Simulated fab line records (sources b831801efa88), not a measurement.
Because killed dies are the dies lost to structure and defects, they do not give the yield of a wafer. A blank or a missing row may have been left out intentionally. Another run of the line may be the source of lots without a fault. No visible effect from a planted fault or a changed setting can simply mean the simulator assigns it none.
Which tool did it? / flow sky130 / 11 lots, 33 wafers sampled, at 2 steps of a route of 708

## WHAT THE GAUGES READ, wafer by wafer
SKY_SD_N_OVL_MEAS_08.
lot=L833; measured=day 28 20:16; on=overlay-01; SD_N_OVL (nm)=1.2 1.6 1.5
lot=L834; measured=day 29 07:39; on=overlay-02; SD_N_OVL (nm)=0.9 -0.1 -0.5
lot=L836; measured=day 30 04:06; on=overlay-01; SD_N_OVL (nm)=2.8 1.1 2.5
lot=L839; measured=day 31 11:07; on=overlay-01; SD_N_OVL (nm)=-0.9 1.4 0.6
lot=L841; measured=day 32 07:49; on=overlay-01; SD_N_OVL (nm)=0.3 0.7 0.4
lot=L842; measured=day 32 12:16; on=overlay-02; SD_N_OVL (nm)=2.2 1.5 0.1
lot=L843; measured=day 32 14:40; on=overlay-02; SD_N_OVL (nm)=1.5 0.1 0.6
lot=L849; measured=day 34 09:59; on=overlay-01; SD_N_OVL (nm)=0.0 -1.2 0.2
lot=L851; measured=day 34 22:55; on=overlay-01; SD_N_OVL (nm)=2.5 2.0 1.8
lot=L852; measured=day 35 02:04; on=overlay-02; SD_N_OVL (nm)=-0.4 0.6 0.2
lot=L853; measured=day 35 16:30; on=overlay-02; SD_N_OVL (nm)=0.2 1.0 2.0

## WHICH TOOL RAN EACH LOT (tool, then ch and the chambers of the sampled wafers, then the start)
lot=L833; SKY_LDD_P_STRIP_10=plasmaAsher-01 ch 0,1, day 20 02:09
lot=L834; SKY_LDD_P_STRIP_10=plasmaAsher-03 ch 0, day 20 15:00
lot=L836; SKY_LDD_P_STRIP_10=plasmaAsher-03 ch 0,1, day 21 13:09
lot=L839; SKY_LDD_P_STRIP_10=plasmaAsher-01 ch 0,1, day 22 21:17
lot=L841; SKY_LDD_P_STRIP_10=plasmaAsher-01 ch 0,1, day 23 20:14
lot=L842; SKY_LDD_P_STRIP_10=plasmaAsher-03 ch 0,1, day 24 00:57
lot=L843; SKY_LDD_P_STRIP_10=plasmaAsher-01 ch 0, day 24 06:21
lot=L849; SKY_LDD_P_STRIP_10=plasmaAsher-03 ch 0,1, day 26 04:50
lot=L851; SKY_LDD_P_STRIP_10=plasmaAsher-03 ch 0,1, day 26 19:57
lot=L852; SKY_LDD_P_STRIP_10=plasmaAsher-03 ch 0, day 27 00:05
lot=L853; SKY_LDD_P_STRIP_10=plasmaAsher-03 ch 0,1, day 27 15:32
- SKY_LDD_P_STRIP_10: strips in O2/N2.

## THE ANSWER, worked out from the rows above alone
Rule: usual is defined by the lots themselves. The widest of any qualifying gaps counts: lots, ordered by their means at a reading, are off when they make up no more than a third of the lots, leave a main group of 4 or more, and stand apart from it by 3 or more times the standard deviation of that group's means. A main group whose means are all the same, to the digits that the tables above print for the reading, isn't used. A lot without any number at a reading at which 4 lots or more have one is off too. Where the step has rows for the other lots, those lots are counted as sound.
Across all readings shown, no lot is off: no conclusion can be drawn from this.

## WHAT WAS PUT IN BY THE SIMULATOR
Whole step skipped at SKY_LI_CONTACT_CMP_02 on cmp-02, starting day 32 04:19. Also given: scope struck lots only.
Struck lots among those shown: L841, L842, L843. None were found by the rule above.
